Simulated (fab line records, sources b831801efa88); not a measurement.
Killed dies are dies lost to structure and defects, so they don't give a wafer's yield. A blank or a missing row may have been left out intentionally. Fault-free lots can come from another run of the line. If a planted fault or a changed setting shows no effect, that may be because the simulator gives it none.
Which of the tools did it? || flow sky130 || 6 lots, 18 wafers sampled, at 2 steps of a route of 708

WHAT THE GAUGES READ, wafer by wafer
SKY_VT_ADJUST_LVTN_OVL_MEAS_07.
{"lot": "L308", "measured": "day 7 23:16", "on": "overlay-01", "VT_ADJUST_LVTN_OVL (nm)": "- - -"}
{"lot": "L311", "measured": "day 9 00:59", "on": "overlay-02", "VT_ADJUST_LVTN_OVL (nm)": "1.7 1.7 0.9"}
{"lot": "L318", "measured": "day 10 21:34", "on": "overlay-01", "VT_ADJUST_LVTN_OVL (nm)": "-2.7 -1.8 -1.5"}
{"lot": "L320", "measured": "day 11 07:46", "on": "overlay-01", "VT_ADJUST_LVTN_OVL (nm)": "-1.8 -0.7 -1.4"}
{"lot": "L322", "measured": "day 11 16:52", "on": "overlay-02", "VT_ADJUST_LVTN_OVL (nm)": "-0.3 -0.2 -0.5"}
{"lot": "L325", "measured": "day 12 13:02", "on": "overlay-01", "VT_ADJUST_LVTN_OVL (nm)": "-1.7 -2.6 -1.3"}

WHICH TOOL RAN EACH LOT (tool, then ch and the chambers of the sampled wafers, then the start)
{"lot": "L308", "SKY_VT_ADJUST_LVTN_EXPOSE_04": "ilineStepper-02 ch 0, day 7 13:28"}
{"lot": "L311", "SKY_VT_ADJUST_LVTN_EXPOSE_04": "ilineStepper-02 ch 0, day 8 14:38"}
{"lot": "L318", "SKY_VT_ADJUST_LVTN_EXPOSE_04": "ilineStepper-01 ch 0, day 10 09:48"}
{"lot": "L320", "SKY_VT_ADJUST_LVTN_EXPOSE_04": "ilineStepper-01 ch 0, day 10 20:59"}
{"lot": "L322", "SKY_VT_ADJUST_LVTN_EXPOSE_04": "ilineStepper-02 ch 0, day 11 06:04"}
{"lot": "L325", "SKY_VT_ADJUST_LVTN_EXPOSE_04": "ilineStepper-02 ch 0, day 12 01:02"}
- SKY_VT_ADJUST_LVTN_EXPOSE_04: exposes mask NWM COMPLEMENT LESS NATIVE, target cd 840 nm.

THE ANSWER, worked out from the rows above alone
Rule: usual is defined by the lots themselves. The widest of any qualifying gaps counts: lots, ordered by their means at a reading, are off when they make up no more than a third of the lots, leave a main group of 4 or more, and stand apart from it by 3 or more times the standard deviation of that group's means. Not used: any main group whose means are identical at the precision the tables above print for the reading. Also off: a lot with no number at a reading for which 4 or more lots have one. Any other lot the step has rows for is counted as sound.
Off: L308, seen at SKY_VT_ADJUST_LVTN_OVL_MEAS_07 (VT_ADJUST_LVTN_OVL). Without a number there: L308. The main group: mean -0.8 nm, standard deviation 1.3.
A tool fits if, at a process step before that reading, it ran every lot that is off, and no sound lot after the first of them. Those tools and the gauges at SKY_VT_ADJUST_LVTN_OVL_MEAS_07 are tried in the same way. Of those tried, none fits.

WHAT THE SIMULATOR PUT IN
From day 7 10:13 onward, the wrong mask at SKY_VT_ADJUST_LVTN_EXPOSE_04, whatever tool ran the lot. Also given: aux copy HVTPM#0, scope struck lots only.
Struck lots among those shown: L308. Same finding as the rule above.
